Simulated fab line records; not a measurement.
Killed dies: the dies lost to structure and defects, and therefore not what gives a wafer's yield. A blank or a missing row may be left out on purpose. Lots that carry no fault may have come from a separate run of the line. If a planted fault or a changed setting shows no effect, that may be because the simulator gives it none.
Which tool is to blame? ; flow gf180mcu ; Sampling: 6 lots, 18 wafers, 2 of 602 route steps

== WHAT THE GAUGES READ, wafer by wafer ==
GF_HV_LDD_RS_MEAS_53: uses a four-point probe to measure.
lot;measured;on;HV_LDD_RS (ohm/sq)
L231;day 13 00:19;film_metro-03;420.8 419.6 419.1
L234;day 14 02:07;film_metro-02;420.5 421.0 419.8
L236;day 14 16:00;film_metro-02;420.1 418.8 419.8
L238;day 15 08:37;film_metro-03;417.6 418.0 417.2
L241;day 17 06:10;film_metro-01;420.3 418.6 419.9
L250;day 19 11:44;film_metro-01;401.8 402.8 402.0

== WHICH TOOL RAN EACH LOT (tool, then ch and the chambers of the sampled wafers, then the start) ==
lot;GF_HV_LDD_IMPLANT_09
L231;implanter-03 ch 0, day 10 14:07
L234;implanter-03 ch 0, day 11 13:38
L236;implanter-03 ch 0, day 12 01:22
L238;implanter-02 ch 0, day 12 16:52
L241;implanter-02 ch 0, day 14 09:49
L250;implanter-02 ch 0, day 16 11:59
- GF_HV_LDD_IMPLANT_09

== THE ANSWER, worked out from the rows above alone ==
Rule: the lots themselves supply what counts as usual. The widest of any qualifying gaps counts: lots, ordered by their means at a reading, are off when they make up no more than a third of the lots, leave a main group of 4 or more, and stand apart from it by 3 or more times the standard deviation of that group's means. The tables above print the reading to a certain number of digits; a main group whose means all agree to those digits is not used. Also off: a lot with no number at a reading for which 4 or more lots have one. The other lots that the step has rows for count as sound.
Off: L250, seen at GF_HV_LDD_RS_MEAS_53 (HV_LDD_RS). For the main group the mean is 419.4 ohm/sq and the standard deviation 0.96.
A tool fits if, at a process step before that reading, it ran every lot that is off, and no sound lot after the first of them. The gauges at GF_HV_LDD_RS_MEAS_53 are tried like those tools. Undecided on this evidence; 2 tools fit (implanter-02 at GF_HV_LDD_IMPLANT_09, film_metro-01 at GF_HV_LDD_RS_MEAS_53).

== WHAT HAD BEEN PUT IN BY THE SIMULATOR ==
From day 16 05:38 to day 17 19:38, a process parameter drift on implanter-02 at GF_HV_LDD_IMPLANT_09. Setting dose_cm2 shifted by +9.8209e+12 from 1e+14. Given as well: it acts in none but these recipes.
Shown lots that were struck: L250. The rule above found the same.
